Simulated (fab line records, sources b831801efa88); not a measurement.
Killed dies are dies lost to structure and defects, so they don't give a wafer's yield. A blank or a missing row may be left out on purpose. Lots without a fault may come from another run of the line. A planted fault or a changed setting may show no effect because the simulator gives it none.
fab line records | flow sky130
record lots=24 wafers=72 last_day=50
route steps=708 shown LOCAL_INTERCONNECT@398 METAL1@451 CAPM@538 VIA3@596 PASSIVATION@693
lots that met no fault: from a run of the same line without faults
start_h: hours from the record's first day to the start of the lot's first wafer shown | wait_h: hours since the lot's step before | " the same as in the row above | L1.1+2: a row that stands for several wafers | - no value, or no start given | * or withheld: withheld | < > ~ a bound
route shown NAME@n: a module of which the file shows steps, and the number in the route of the first | usual: mean/standard deviation of fault-free wafers | same: alike in all rows | chamber/n: place in a boat | sites: the reading at each site | _std_site: their standard deviation | _edge_site: outer sites' mean less inner sites' | radius_mm: how far each site lies from the wafer's centre | mask NAME#n: copy n | behind: the tool/chamber that last shaped the wafer | hold: why the lot was held/for how many hours/how that ended | device: the transistor (n, p or np) that didn't switch | end of line: the same wafers' tests at the end of the route | a step without rows: its recipe alone | killed: dies lost to structure and defects at the first sort, not the wafer's yield | map: a wafer's dies, x killed, . not, _ none there
set.NAME: the setting as run; set.NAME@STEP: as run at that earlier step | model.NAME: the simulator's own value behind a step, which no gauge read
steps of the route over a sample of lots; a table a step, a row a wafer
services: from which hour (start_h, from the record's first day; less than 0 if before it) a tool's chamber was out of use, for how many hours, and why
## steps
# step SKY_LOCAL_INTERCONNECT_CD_MEAS_11
# recipe target_cd_nm=170
# usual cd_nm=170.1/1.5
# columns lot.wafer tool chamber start_h wait_h cd_nm
L074.3 cd_sem-02 - 712.90 - 168.3
L074.4 " - " " 167.7
L074.6 " - " " 170.2
L075.1 cd_sem-01 - 713.09 - 168.9
L075.3 " - " " 167.8
L075.5 " - " " 169.4
L076.4 cd_sem-02 - 723.80 - 169.0
L076.5 " - " " 168.7
L076.6 " - " " 168.7
L077.1 cd_sem-02 - 727.57 - 170.2
L077.2 " - " " 168.6
L077.4 " - " " 169.8
L078.1 cd_sem-01 - 747.77 - 170.6
L078.3 " - " " 168.8
L078.6 " - " " 169.7
L079.1 cd_sem-02 - 759.52 - 169.6
L079.2 " - " " 170.6
L079.5 " - " " 170.5
L081.1 cd_sem-01 - 759.87 - 169.4
L081.2 " - " " 170.3
L081.3 " - " " 171.8
L080.1 cd_sem-01 - 760.44 - 172.5
L080.3 " - " " 172.9
L080.4 " - " " 172.1
L082.1 cd_sem-02 - 769.72 - 172.4
L082.2 " - " " 171.4
L082.4 " - " " 169.8
L083.1 cd_sem-01 - 783.02 - 167.2
L083.2 " - " " 166.0
L083.6 " - " " 166.0
L084.2 cd_sem-02 - 783.11 - 170.6
L084.5 " - " " 172.1
L084.6 " - " " 172.2
L086.2 cd_sem-01 - 803.56 - 169.1
L086.3 " - " " 169.9
L086.6 " - " " 169.1
L085.1 cd_sem-01 - 806.14 - 169.2
L085.2 " - " " 170.3
L085.4 " - " " 170.6
L089.1 cd_sem-01 - 835.90 - 168.2
L089.2 " - " " 167.9
L089.4 " - " " 168.8
L088.1 cd_sem-01 - 836.86 - 171.5
L088.2 " - " " 172.2
L088.4 " - " " 171.2
L087.1 cd_sem-01 - 837.34 - 170.2
L087.3 " - " " 169.3
L087.6 " - " " 171.3
L090.3 cd_sem-01 - 838.34 - 171.3
L090.5 " - " " 171.9
L090.6 " - " " 171.6
L092.1 cd_sem-01 - 856.54 - 170.2
L092.2 " - " " 171.2
L092.5 " - " " 171.7
L091.1 cd_sem-01 - 858.73 - 170.3
L091.4 " - " " 168.7
L091.6 " - " " 170.6
L093.3 cd_sem-01 - 860.93 - 171.2
L093.5 " - " " 170.4
L093.6 " - " " 169.1
L094.1 cd_sem-01 - 863.49 - 169.7
L094.2 " - " " 169.3
L094.5 " - " " 169.7
L095.1 cd_sem-01 - 878.59 - 172.2
L095.3 " - " " 170.5
L095.4 " - " " 169.1
L097.2 cd_sem-01 - 883.95 - 172.2
L097.3 " - " " 172.2
L097.5 " - " " 172.4
L096.2 cd_sem-01 - 886.60 - 168.2
L096.4 " - " " 169.1
L096.5 " - " " 168.7
# step SKY_LOCAL_INTERCONNECT_OVL_MEAS_12
# usual LOCAL_INTERCONNECT_OVL=-2/5.7
# columns lot.wafer tool chamber start_h wait_h LOCAL_INTERCONNECT_OVL[nm]
L074.3 overlay-02 - 712.99 0.1 2
L074.4 " - " " 6
L074.6 " - " " 4
L075.1 overlay-01 - 713.21 0.1 -4
L075.3 " - " " -9
L075.5 " - " " -12
L076.4 overlay-02 - 723.88 0.1 -8
L076.5 " - " " -8
L076.6 " - " " -9
L077.1 overlay-02 - 727.69 0.1 5
L077.2 " - " " 3
L077.4 " - " " -1
L078.1 overlay-01 - 747.89 0.1 -5
L078.3 " - " " -8
L078.6 " - " " -9
L079.1 overlay-01 - 759.64 0.1 -8
L079.2 " - " " -2
L079.5 " - " " -3
L081.1 overlay-02 - 759.99 0.1 -5
L081.2 " - " " -3
L081.3 " - " " -6
L080.1 overlay-02 - 760.56 0.1 -4
L080.3 " - " " -8
L080.4 " - " " -3
L082.1 overlay-01 - 769.84 0.1 -1
L082.2 " - " " -6
L082.4 " - " " -7
L083.1 overlay-01 - 783.14 0.1 -6
L083.2 " - " " -5
L083.6 " - " " -8
L084.2 overlay-02 - 783.21 0.1 -7
L084.5 " - " " -13
L084.6 " - " " -9
L086.2 overlay-02 - 803.66 0.1 -6
L086.3 " - " " -10
L086.6 " - " " 4
L085.1 overlay-01 - 806.26 0.1 1
L085.2 " - " " 6
L085.4 " - " " 14
L089.1 overlay-02 - 836.02 0.1 6
L089.2 " - " " 1
L089.4 " - " " 1
L088.1 overlay-02 - 836.98 0.1 -4
L088.2 " - " " -4
L088.4 " - " " -12
L087.1 overlay-01 - 837.46 0.1 -3
L087.3 " - " " -3
L087.6 " - " " 1
L090.3 overlay-02 - 838.43 0.1 0
L090.5 " - " " -1
L090.6 " - " " -4
L092.1 overlay-02 - 856.66 0.1 4
L092.2 " - " " -4
L092.5 " - " " -3
L091.1 overlay-02 - 858.85 0.1 0
L091.4 " - " " -8
L091.6 " - " " -13
L093.3 overlay-02 - 861.02 0.1 10
L093.5 " - " " 10
L093.6 " - " " -3
L094.1 overlay-01 - 863.61 0.1 -4
L094.2 " - " " 2
L094.5 " - " " -1
L095.1 overlay-01 - 878.71 0.1 2
L095.3 " - " " 1
L095.4 " - " " -5
L097.2 overlay-02 - 884.05 0.1 1
L097.3 " - " " -8
L097.5 " - " " 1
L096.2 overlay-02 - 886.70 0.1 -2
L096.4 " - " " 1
L096.5 " - " " -1
# step SKY_METAL1_DESCUM_17
# recipe chemistry=O2 source_power_w=150 bias_power_w=0 pressure_mtorr=10 temp_c=40 time_s=8
# usual drypump_motor_current_A=5.6/0.44 oes_product_au=1.015/0.01
# columns lot.wafer tool chamber start_h wait_h drypump_motor_current_A oes_product_au rf_hours_counter_h
L074.3 rie_metal-02 1 770.77 0.0 5.3 0.996 -
L074.4 " 0 " " 5.1 1.009 -
L074.6 " 1 " " 5.3 1.003 -
L075.1 rie_metal-01 1 771.03 0.0 5.4 1.018 13
L075.3 " 0 " " 6.0 1.014 -
L075.5 " 1 " " 5.4 1.009 -
L076.4 rie_metal-02 0 780.92 0.0 5.2 1.009 -
L076.5 " 0 " " 5.2 0.993 -
L076.6 " 1 " " 5.3 0.988 -
L077.1 rie_metal-02 1 784.13 0.0 5.2 0.996 13
L077.2 " 0 " " 5.2 1.002 0
L077.4 " 0 " " 5.2 1.005 -
L078.1 rie_metal-03 1 804.84 0.0 5.8 1.025 3
L078.3 " 1 " " 5.7 1.018 -
L078.6 " 1 " " 5.8 1.029 -
L079.1 rie_metal-02 0 834.73 0.0 5.1 1.020 2
L079.2 " 0 " " 5.1 1.013 -
L079.5 " 0 " " 5.2 1.025 -
L081.1 rie_metal-01 0 834.97 0.0 6.0 1.028 14
L081.2 " 0 " " 6.0 1.022 -
L081.3 " 0 " " 6.0 1.017 -
L080.1 rie_metal-03 0 835.09 0.0 6.4 1.014 5
L080.3 " 0 " " 6.5 1.010 -
L080.4 " 1 " " 5.8 1.011 -
L082.1 rie_metal-01 0 837.37 0.0 6.0 1.022 15
L082.2 " 0 " " 6.0 1.034 -
L082.4 " 0 " " 6.0 1.011 -
L083.1 rie_metal-02 1 850.15 0.0 5.3 1.016 0
L083.2 " 0 " " 5.2 1.015 4
L083.6 " 1 " " 5.2 1.028 -
L084.2 rie_metal-01 1 851.28 0.0 5.4 1.018 -
L084.5 " 1 " " 5.4 1.018 -
L084.6 " 1 " " 5.4 1.017 -
L086.2 rie_metal-01 0 864.43 0.0 6.0 1.014 15
L086.3 " 1 " " 5.4 1.021 -
L086.6 " 1 " " 5.4 1.030 -
L085.1 rie_metal-02 1 865.73 0.0 5.3 1.028 0
L085.2 " 0 " " 5.1 0.998 4
L085.4 " 0 " " 5.2 1.002 -
L089.1 rie_metal-02 1 884.79 0.0 5.3 1.025 1
L089.2 " 0 " " 5.2 1.007 5
L089.4 " 0 " " 5.1 1.011 -
L088.1 rie_metal-01 1 886.99 0.0 5.4 1.040 2
L088.2 " 0 " " 6.0 1.008 16
L088.4 " 0 " " 6.0 1.021 -
L087.1 rie_metal-03 0 887.91 0.0 6.4 1.007 6
L087.3 " 1 " " 5.8 1.030 -
L087.6 " 0 " " 6.4 1.018 -
L090.3 rie_metal-01 1 888.87 0.0 5.4 1.014 -
L090.5 " 1 " " 5.4 1.014 -
L090.6 " 0 " " 6.0 1.020 -
L092.1 rie_metal-03 0 909.08 0.0 6.4 0.998 7
L092.2 " 1 " " 5.8 1.013 7
L092.5 " 0 " " 6.4 0.994 -
L091.1 rie_metal-02 1 911.05 0.0 5.3 1.032 2
L091.4 " 0 " " 5.2 1.005 -
L091.6 " 0 " " 5.1 1.003 -
L093.3 rie_metal-02 0 914.57 0.0 5.1 0.994 -
L093.5 " 0 " " 5.2 1.005 -
L093.6 " 1 " " 5.2 1.026 -
L094.1 rie_metal-03 1 916.41 0.0 5.7 1.021 7
L094.2 " 0 " " 6.4 1.016 8
L094.5 " 0 " " 6.4 1.017 -
L095.1 rie_metal-03 0 931.56 0.0 6.5 1.015 8
L095.3 " 1 " " 5.7 1.013 -
L095.4 " 0 " " 6.5 1.021 -
L097.2 rie_metal-02 1 937.33 0.0 5.3 1.021 4
L097.3 " 1 " " 5.2 1.019 -
L097.5 " 0 " " 5.1 1.012 -
L096.2 rie_metal-02 1 938.56 0.0 5.2 1.022 4
L096.4 " 0 " " 5.2 0.997 -
L096.5 " 0 " " 5.2 1.002 -
# step SKY_CAPM_THK_MEAS_01
# recipe reads=SiO2_of_CAPM_CVD_00
# usual CAPM_CVD_00_THK=15.55/0.25
# columns lot.wafer tool chamber start_h wait_h CAPM_CVD_00_THK[nm]
L074.3 film_metro-03 - 863.61 - 15.70
L074.4 " - " " 15.78
L074.6 " - " " 15.94
L075.1 film_metro-03 - 863.77 - 15.19
L075.3 " - " " 15.54
L075.5 " - " " 15.85
L076.4 film_metro-03 - 876.20 - 15.59
L076.5 " - " " 15.71
L076.6 " - " " 15.31
L077.1 film_metro-03 - 879.14 - 15.17
L077.2 " - " " 15.38
L077.4 " - " " 15.80
L078.1 film_metro-03 - 892.81 - 15.23
L078.3 " - " " 15.63
L078.6 " - " " 15.52
L079.1 film_metro-02 - 909.57 - 15.00
L079.2 " - " " 15.10
L079.5 " - " " 15.19
L080.1 film_metro-02 - 909.73 - 15.27
L080.3 " - " " 15.28
L080.4 " - " " 15.60
L081.1 film_metro-04 - 910.05 - 15.62
L081.2 " - " " 15.58
L081.3 " - " " 15.66
L082.1 film_metro-04 - 916.53 - 15.19
L082.2 " - " " 15.15
L082.4 " - " " 15.60
L083.1 film_metro-02 - 930.32 - 15.64
L083.2 " - " " 15.45
L083.6 " - " " 15.88
L084.2 film_metro-04 - 931.96 - 15.41
L084.5 " - " " 15.81
L084.6 " - " " 15.54
L086.2 film_metro-03 - 946.05 - 15.92
L086.3 " - " " 15.55
L086.6 " - " " 15.72
L085.1 film_metro-04 - 947.54 - 15.27
L085.2 " - " " 15.00
L085.4 " - " " 15.19
L089.1 film_metro-04 - 965.21 - 15.08
L089.2 " - " " 15.17
L089.4 " - " " 15.14
L088.1 film_metro-04 - 968.40 - 15.84
L088.2 " - " " 15.84
L088.4 " - " " 16.12
L087.1 film_metro-03 - 971.29 - 15.36
L087.3 " - " " 15.23
L087.6 " - " " 15.50
L090.3 film_metro-04 - 971.89 - 15.40
L090.5 " - " " 15.56
L090.6 " - " " 15.50
L092.1 film_metro-02 - 989.82 - 15.68
L092.2 " - " " 15.52
L092.5 " - " " 15.96
L091.1 film_metro-04 - 991.57 - 15.44
L091.4 " - " " 15.77
L091.6 " - " " 16.03
L093.3 film_metro-03 - 996.95 - 15.56
L093.5 " - " " 16.00
L093.6 " - " " 15.90
L094.1 film_metro-03 - 997.23 - 15.77
L094.2 " - " " 15.44
L094.5 " - " " 15.73
L095.1 film_metro-02 - 1008.50 - 15.53
L095.3 " - " " 15.34
L095.4 " - " " 15.59
L097.2 film_metro-03 - 1014.95 - 15.52
L097.3 " - " " 15.32
L097.5 " - " " 15.45
L096.2 film_metro-02 - 1020.08 - 15.14
L096.4 " - " " 15.44
L096.5 " - " " 15.30
# step SKY_VIA3_THK_MEAS_23
# recipe thk_meas_gauge=xrf reads=W_of_VIA3_CVD_21
# usual VIA3_W_THK=393/6
# columns lot.wafer tool chamber start_h wait_h VIA3_W_THK[nm]
L074.3 film_metro-01 - 942.36 0.1 394
L074.4 " - " " 384
L074.6 " - " " 381
L075.1 film_metro-02 - 942.52 0.1 401
L075.3 " - " " 394
L075.5 " - " " 403
L076.4 film_metro-02 - 953.09 0.1 385
L076.5 " - " " 387
L076.6 " - " " 395
L077.1 film_metro-04 - 954.56 0.1 403
L077.2 " - " " 398
L077.4 " - " " 395
L078.1 film_metro-02 - 971.80 0.1 391
L078.3 " - " " 382
L078.6 " - " " 391
L079.1 film_metro-04 - 984.30 0.1 390
L079.2 " - " " 388
L079.5 " - " " 387
L080.1 film_metro-04 - 986.09 0.1 383
L080.3 " - " " 388
L080.4 " - " " 385
L081.1 film_metro-04 - 987.04 0.1 398
L081.2 " - " " 395
L081.3 " - " " 405
L082.1 film_metro-01 - 993.99 0.1 397
L082.2 " - " " 389
L082.4 " - " " 389
L083.1 film_metro-04 - 1004.16 0.1 396
L083.2 " - " " 399
L083.6 " - " " 402
L084.2 film_metro-02 - 1007.60 0.1 383
L084.5 " - " " 388
L084.6 " - " " 395
L086.2 film_metro-02 - 1021.15 0.1 395
L086.3 " - " " 395
L086.6 " - " " 396
L085.1 film_metro-04 - 1022.92 0.1 402
L085.2 " - " " 396
L085.4 " - " " 398
L089.1 film_metro-04 - 1037.79 0.1 389
L089.2 " - " " 402
L089.4 " - " " 405
L088.1 film_metro-04 - 1041.92 0.1 395
L088.2 " - " " 397
L088.4 " - " " 396
L087.1 film_metro-02 - 1044.58 0.1 393
L087.3 " - " " 388
L087.6 " - " " 392
L090.3 film_metro-01 - 1046.48 0.1 394
L090.5 " - " " 394
L090.6 " - " " 385
L092.1 film_metro-01 - 1061.73 0.1 391
L092.2 " - " " 387
L092.5 " - " " 388
L091.1 film_metro-02 - 1062.88 0.1 395
L091.4 " - " " 399
L091.6 " - " " 399
L093.3 film_metro-01 - 1068.85 0.1 386
L093.5 " - " " 391
L093.6 " - " " 378
L094.1 film_metro-02 - 1069.26 0.1 397
L094.2 " - " " 402
L094.5 " - " " 403
L095.1 film_metro-04 - 1077.08 0.1 391
L095.3 " - " " 391
L095.4 " - " " 388
L097.2 film_metro-02 - 1083.60 0.1 387
L097.3 " - " " 387
L097.5 " - " " 391
L096.2 film_metro-04 - 1088.91 0.1 390
L096.4 " - " " 389
L096.5 " - " " 387
# step SKY_PASSIVATION_STRIP_12
# recipe chemistry=O2/N2 power_w=1400 pressure_mtorr=1500 platen_temp_c=withheld overash_fraction=0.7 o2_flow_sccm=3000 n2_flow_sccm=300
# usual drypump_motor_current_A=5.7/0.55 oes_product_au=0.660/0.0047 strip_time_to_endpoint_s=31.52/0.13
# columns lot.wafer tool chamber start_h wait_h drypump_motor_current_A oes_product_au rf_hours_counter_h strip_time_to_endpoint_s
L074.3 plasma_asher-02 0 1063.28 0.1 5.0 0.666 - 31.72
L074.4 " 1 " " 6.1 0.657 - 31.45
L074.6 " 0 " " 5.0 0.661 - 31.50
L075.1 plasma_asher-04 0 1064.99 0.1 6.6 0.660 94 31.49
L075.3 " 0 " " 6.6 0.658 - 31.23
L075.5 " 1 " " 5.8 0.657 - 31.52
L076.4 plasma_asher-04 0 1071.88 0.0 6.6 0.663 - 31.49
L076.5 " 0 " " 6.6 0.664 - 31.55
L076.6 " 1 " " 5.8 0.666 - 31.53
L077.1 plasma_asher-02 1 1073.70 0.1 6.1 0.667 62 31.51
L077.2 " 0 " " 5.0 0.654 62 31.38
L077.4 " 1 " " 6.1 0.663 - 31.58
L078.1 plasma_asher-02 0 1091.20 0.1 5.0 0.654 64 31.20
L078.3 " 0 " " 5.0 0.665 - 31.38
L078.6 " 1 " " 6.1 0.667 - 31.37
L079.1 plasma_asher-04 0 1098.20 0.1 6.6 0.658 97 31.29
L079.2 " 1 " " 5.8 0.663 97 31.25
L079.5 " 0 " " 6.6 0.664 - 31.37
L080.1 plasma_asher-04 0 1101.57 0.1 6.6 0.657 97 31.56
L080.3 " 1 " " 5.8 0.662 - 31.53
L080.4 " 0 " " 6.6 0.662 - 31.57
L081.1 plasma_asher-04 0 1103.60 0.1 6.6 0.663 97 31.32
L081.2 " 1 " " 5.8 0.665 97 31.38
L081.3 " 0 " " 6.6 0.665 - 31.43
L082.1 plasma_asher-03 0 1108.15 0.1 5.5 0.653 35 31.60
L082.2 " 1 " " 5.3 0.644 35 31.52
L082.4 " 0 " " 5.5 0.659 - 31.72
L083.1 plasma_asher-04 1 1117.60 0.1 5.8 0.657 99 31.41
L083.2 " 0 " " 6.6 0.659 99 31.62
L083.6 " 1 " " 5.8 0.663 - 31.60
L084.2 plasma_asher-02 0 1117.95 0.1 5.0 0.662 66 31.41
L084.5 " 1 " " 6.1 0.659 - 31.42
L084.6 " 0 " " 5.0 0.661 - 31.56
L086.2 plasma_asher-02 1 1133.55 0.1 6.1 0.667 68 31.61
L086.3 " 0 " " 5.0 0.657 - 31.58
L086.6 " 0 " " 5.0 0.660 - 31.41
L085.1 plasma_asher-03 0 1134.37 0.1 5.5 0.660 37 31.49
L085.2 " 1 " " 5.4 0.657 37 31.71
L085.4 " 0 " " 5.5 0.665 - 31.69
L089.1 plasma_asher-02 1 1144.80 0.1 6.1 0.663 69 31.77
L089.2 " 0 " " 4.9 0.655 69 31.45
L089.4 " 1 " " 6.1 0.667 - 31.60
L088.1 plasma_asher-02 1 1149.30 0.1 6.1 0.657 69 31.56
L088.2 " 0 " " 5.0 0.664 69 31.56
L088.4 " 0 " " 5.0 0.657 - 31.71
L087.1 plasma_asher-03 0 1152.42 0.1 5.5 0.656 39 31.70
L087.3 " 0 " " 5.5 0.664 - 31.59
L087.6 " 1 " " 5.4 0.655 - 31.65
L090.3 plasma_asher-04 1 1155.28 0.1 5.8 0.652 - 31.38
L090.5 " 0 " " 6.6 0.660 - 31.61
L090.6 " 1 " " 5.8 0.658 - 31.50
L092.1 plasma_asher-03 1 1164.75 0.1 5.4 0.659 40 31.52
L092.2 " 0 " " 5.5 0.662 40 31.66
L092.5 " 0 " " 5.5 0.655 - 31.49
L091.1 plasma_asher-03 0 1166.00 0.1 5.5 0.669 40 31.73
L091.4 " 0 " " 5.5 0.668 - 31.74
L091.6 " 0 " " 5.5 0.669 - 31.68
L093.3 plasma_asher-03 1 1173.25 0.1 5.4 0.658 - 31.43
L093.5 " 0 " " 5.5 0.654 - 31.48
L093.6 " 1 " " 5.4 0.661 - 31.43
L094.1 plasma_asher-02 1 1173.90 0.1 6.1 0.656 72 31.54
L094.2 " 0 " " 5.0 0.663 72 31.42
L094.5 " 1 " " 6.1 0.660 - 31.59
L095.1 plasma_asher-03 1 1178.07 0.1 5.3 0.663 42 31.60
L095.3 " 0 " " 5.5 0.664 - 31.53
L095.4 " 1 " " 5.4 0.666 - 31.64
L097.2 plasma_asher-04 1 1183.20 0.1 5.9 0.656 105 31.39
L097.3 " 1 " " 5.8 0.666 - 31.41
L097.5 " 1 " " 5.8 0.662 - 31.38
L096.2 plasma_asher-02 1 1186.55 0.1 6.1 0.659 73 31.39
L096.4 " 0 " " 5.0 0.665 - 31.60
L096.5 " 0 " " 5.0 0.671 - 31.45
## services
# columns tool chamber start_h hours kind
plasma_asher-04 - 754.40 3.5 repair
plasma_asher-04 - 772.64 0.4 repair
plasma_asher-04 - 812.93 2.6 repair
rie_metal-01 1 820.40 - clean
rie_metal-01 1 820.40 17.4 scheduled_down
rie_metal-01 1 820.40 17.4 vent_cycle
rie_metal-02 1 830.00 - clean
rie_metal-02 1 830.00 17.8 scheduled_down
rie_metal-02 1 830.00 17.8 vent_cycle
rie_metal-01 - 839.89 2.8 pm
rie_metal-01 0 845.45 16.1 repair
plasma_asher-04 - 898.49 6.0 repair
plasma_asher-03 - 901.00 20.1 pm
rie_metal-01 0 936.92 - clean
plasma_asher-03 - 965.27 1.7 repair
plasma_asher-03 - 967.27 1.2 repair
rie_metal-01 - 981.74 4.0 pm
plasma_asher-04 - 993.41 2.8 pm
rie_metal-01 0 1012.35 20.0 repair
plasma_asher-02 - 1016.55 1.7 repair
plasma_asher-03 - 1047.32 3.5 repair
rie_metal-03 - 1085.98 0.7 repair
rie_metal-03 1 1103.46 8.5 repair
rie_metal-03 0 1161.82 21.7 repair
## key
fault none
